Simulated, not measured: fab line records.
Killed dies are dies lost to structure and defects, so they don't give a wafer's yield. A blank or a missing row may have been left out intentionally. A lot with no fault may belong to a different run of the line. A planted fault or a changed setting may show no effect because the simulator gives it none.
Commonality check across tools -- flow sky130 -- 42 wafers sampled across 14 lots

WHY IT WAS OPENED
SKY_LOCAL_INTERCONNECT_RS_MEAS_01, reading LOCAL_INTERCONNECT_TIN_RS: flagged on 2 of 14 lots. No-fault wafers: 14.05 ohm/sq, standard deviation 0.13.
Rule: a lot gets a flag if all its wafers with a number sit over 4 standard deviations from that mean, or if no wafer of it has a number. The other lots count as sound.

lot,measured,on,"LOCAL_INTERCONNECT_TIN_RS (ohm/sq), wafer by wafer",flag
L967,day 29 15:03,film-metro-01,13.99 13.99 13.98,
L968,day 29 16:49,film-metro-02,14.09 14.00 14.04,
L969,day 29 22:27,film-metro-01,13.95 13.99 13.80,
L970,day 30 03:16,film-metro-04,14.14 14.14 14.23,
L971,day 30 06:53,film-metro-01,13.95 14.08 14.03,
L972,day 31 01:25,film-metro-04,14.28 14.18 14.08,
L974,day 31 17:40,film-metro-01,13.94 14.18 13.86,
L978,day 33 13:26,film-metro-04,12.01 11.96 12.04,FLAGGED
L980,day 33 19:55,film-metro-01,12.05 11.99 11.91,FLAGGED
L984,day 34 20:25,film-metro-01,13.83 13.82 13.64,
L986,day 35 10:04,film-metro-01,14.06 13.98 13.95,
L988,day 36 01:56,film-metro-01,13.95 14.14 13.95,
L989,day 36 04:03,film-metro-02,14.34 14.28 14.21,
L990,day 36 11:16,film-metro-01,14.08 14.14 14.07,
Average over the flagged lots: 11.99 ohm/sq; offset from the usual -2.06 ohm/sq, equal to -16 standard deviations.

WHICH TOOL EACH LOT WENT THROUGH
The record holds 2 process steps before the reading, out of a route of 708 steps. Cell contents, in order: the tool; ch with the chambers the sampled wafers went through; the start.
lot,flag,SKY_RES_XHIGH_STRIP_08,SKY_LOCAL_INTERCONNECT_SPUTTER_00
L967,,"plasma-asher-03 ch 0,1, day 27 03:44","pvd-sputter-03, day 29 14:59"
L968,,"plasma-asher-04 ch 1, day 27 05:27","pvd-sputter-03, day 29 16:43"
L969,,"plasma-asher-03 ch 0,1, day 27 10:28","pvd-sputter-03, day 29 22:19"
L970,,"plasma-asher-04 ch 0,1, day 27 16:39","pvd-sputter-03, day 30 03:13"
L971,,"plasma-asher-04 ch 0,1, day 27 20:21","pvd-sputter-04, day 30 06:49"
L972,,"plasma-asher-01 ch 0,1, day 28 14:19","pvd-sputter-04, day 31 01:22"
L974,,"plasma-asher-01 ch 0,1, day 29 07:27","pvd-sputter-01, day 31 17:35"
L978,FLAGGED,"plasma-asher-03 ch 0,1, day 31 04:36","pvd-sputter-03, day 33 13:22"
L980,FLAGGED,"plasma-asher-04 ch 0,1, day 31 12:05","pvd-sputter-03, day 33 19:50"
L984,,"plasma-asher-03 ch 0,1, day 32 12:09","pvd-sputter-01, day 34 20:20"
L986,,"plasma-asher-04 ch 0,1, day 33 02:54","pvd-sputter-04, day 35 09:59"
L988,,"plasma-asher-03 ch 0,1, day 33 18:59","pvd-sputter-01, day 36 01:50"
L989,,"plasma-asher-03 ch 0,1, day 33 21:57","pvd-sputter-01, day 36 03:59"
L990,,"plasma-asher-04 ch 0,1, day 34 04:07","pvd-sputter-01, day 36 11:11"
What the steps here do:
- SKY_RES_XHIGH_STRIP_08: strips in O2/N2.
- SKY_LOCAL_INTERCONNECT_SPUTTER_00: material TiN, target thk 100 nm, time 83.3 s.
- SKY_LOCAL_INTERCONNECT_RS_MEAS_01: measures by four-point-probe.

FLAGGED AGAINST TOTAL, ONE TOOL AT A TIME (gauges that did the reading follow at the end)
step,tool,lots run,flagged,share of the flagged lots,sound lots run after its first flagged lot
SKY_RES_XHIGH_STRIP_08,plasma-asher-01,2,0,none,-
SKY_RES_XHIGH_STRIP_08,plasma-asher-03,6,1,some,"3 (L984,L988,L989)"
SKY_RES_XHIGH_STRIP_08,plasma-asher-04,6,1,some,"2 (L986,L990)"
SKY_LOCAL_INTERCONNECT_SPUTTER_00,pvd-sputter-01,5,0,none,-
SKY_LOCAL_INTERCONNECT_SPUTTER_00,pvd-sputter-03,6,2,all,0
SKY_LOCAL_INTERCONNECT_SPUTTER_00,pvd-sputter-04,3,0,none,-
SKY_LOCAL_INTERCONNECT_RS_MEAS_01,film-metro-01,9,1,some,"4 (L984,L986,L988,L990)"
SKY_LOCAL_INTERCONNECT_RS_MEAS_01,film-metro-02,2,0,none,-
SKY_LOCAL_INTERCONNECT_RS_MEAS_01,film-metro-04,3,1,some,0

WHAT THE TABLE PERMITS
In the table, 1 row covers all flagged lots: pvd-sputter-03 at SKY_LOCAL_INTERCONNECT_SPUTTER_00.
- pvd-sputter-03 at SKY_LOCAL_INTERCONNECT_SPUTTER_00: 2 of its 6 lots flagged. It ran its last sound lot, L970, at day 30 03:13 and its first flagged lot, L978, at day 33 13:22: a fault with its onset between the two fits. Its own readings lie more than 4 standard deviations out on every wafer of the flagged lots: cathode-dc-power-W.
Left over: one tool, pvd-sputter-03 at SKY_LOCAL_INTERCONNECT_SPUTTER_00.

WHAT THE SIMULATOR HAD PUT IN
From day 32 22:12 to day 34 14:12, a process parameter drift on pvd-sputter-03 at SKY_LOCAL_INTERCONNECT_SPUTTER_00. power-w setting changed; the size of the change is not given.
Struck lots among those shown: L978, L980. The same result came from the rule above.
